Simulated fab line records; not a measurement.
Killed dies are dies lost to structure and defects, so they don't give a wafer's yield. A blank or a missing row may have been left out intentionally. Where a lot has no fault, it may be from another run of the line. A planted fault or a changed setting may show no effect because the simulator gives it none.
What tool caused it? + flow gf180mcu + Sampling: 14 lots, 42 wafers, 2 of 602 route steps

## WHAT EACH GAUGE READ, for each wafer
GF_HV_LDD_OVL_MEAS_20.
| lot  | measured     | on         | HV_LDD_01_OVL (nm) |
|------|--------------|------------|--------------------|
| L856 | day 10 20:33 | overlay-02 | 1.9 2.4 -0.2       |
| L858 | day 11 05:11 | overlay-01 | -1.2 0.4 -1.7      |
| L859 | day 11 16:08 | overlay-02 | 1.7 1.1 1.3        |
| L860 | day 11 20:44 | overlay-02 | 0.3 1.2 0.8        |
| L861 | day 12 07:41 | overlay-02 | 0.0 -0.1 -0.9      |
| L862 | day 12 15:35 | overlay-02 | -0.5 1.5 0.6       |
| L864 | day 13 10:36 | overlay-02 | 2.1 2.6 -1.1       |
| L870 | day 15 08:35 | overlay-02 | 0.9 1.4 0.6        |
| L871 | day 15 15:20 | overlay-02 | 0.6 2.3 3.0        |
| L872 | day 15 20:17 | overlay-01 | -52.2 -54.2 -52.3  |
| L874 | day 16 11:53 | overlay-01 | -55.2 -55.4 -53.4  |
| L876 | day 17 03:11 | overlay-01 | 0.9 2.3 -0.8       |
| L877 | day 17 13:19 | overlay-01 | 0.7 0.4 0.5        |
| L879 | day 18 08:43 | overlay-02 | 0.3 0.8 1.6        |

## WHICH TOOL RAN EACH LOT (tool, then ch and the chambers of the sampled wafers, then the start)
| lot  | GF_HV_LDD_EXPOSE_16                 |
|------|-------------------------------------|
| L856 | iline_stepper-01 ch 0, day 10 11:04 |
| L858 | iline_stepper-01 ch 0, day 10 20:08 |
| L859 | iline_stepper-01 ch 0, day 11 07:07 |
| L860 | iline_stepper-02 ch 0, day 11 11:35 |
| L861 | iline_stepper-02 ch 0, day 11 22:37 |
| L862 | iline_stepper-01 ch 0, day 12 05:47 |
| L864 | iline_stepper-02 ch 0, day 13 00:35 |
| L870 | iline_stepper-02 ch 0, day 14 22:00 |
| L871 | iline_stepper-02 ch 0, day 15 04:34 |
| L872 | iline_stepper-02 ch 0, day 15 09:40 |
| L874 | iline_stepper-02 ch 0, day 16 00:41 |
| L876 | iline_stepper-01 ch 0, day 16 15:58 |
| L877 | iline_stepper-01 ch 0, day 17 02:25 |
| L879 | iline_stepper-01 ch 0, day 17 20:53 |
- GF_HV_LDD_EXPOSE_16: exposes mask Pplus LV AREA, target cd 400 nm.

## WHAT THE TOOLS THEMSELVES READ (means of the sampled wafers that have a number; where no wafer has one, the mark that the record gives instead)
The record holds no such reading with a usual standard deviation.

## THE ANSWER, worked out from the rows above alone
Rule: the lots themselves supply what counts as usual. The widest of any qualifying gaps counts: lots, ordered by their means at a reading, are off when they make up no more than a third of the lots, leave a main group of 4 or more, and stand apart from it by 3 or more times the standard deviation of that group's means. The tables above print the reading to a certain number of digits; a main group whose means all agree to those digits is not used. A lot without any number at a reading at which 4 lots or more have one is off too. All remaining lots with rows at the step are treated as sound. Order of review: gauges by route order, followed by the tools' own readings, for which a lot's mean as printed above is used. At the first step where some lot is off, the reading lying furthest off is the one used; lots without a number count as furthest.
Off: at GF_HV_LDD_OVL_MEAS_20 (HV_LDD_01_OVL), L872, L874. Main group: mean 0.8 nm, sd 0.72.
If a tool, at a process step before that reading, ran all the lots that are off and no sound lot after the first of them, it fits. The gauges at GF_HV_LDD_OVL_MEAS_20 are tried like those tools. One fits: GF_HV_LDD_EXPOSE_16 on iline_stepper-02. A fault onset in the window from L871 (day 15 04:34, its last sound lot) to L872 (day 15 09:40, its first lot off) fits.

## WHAT THE SIMULATOR HAD INSERTED
Scanner matching overlay: iline_stepper-02, from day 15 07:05 on, at GF_HV_LDD_EXPOSE_16. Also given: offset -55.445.
Struck lots among those shown: L872, L874. Same finding as the rule above.
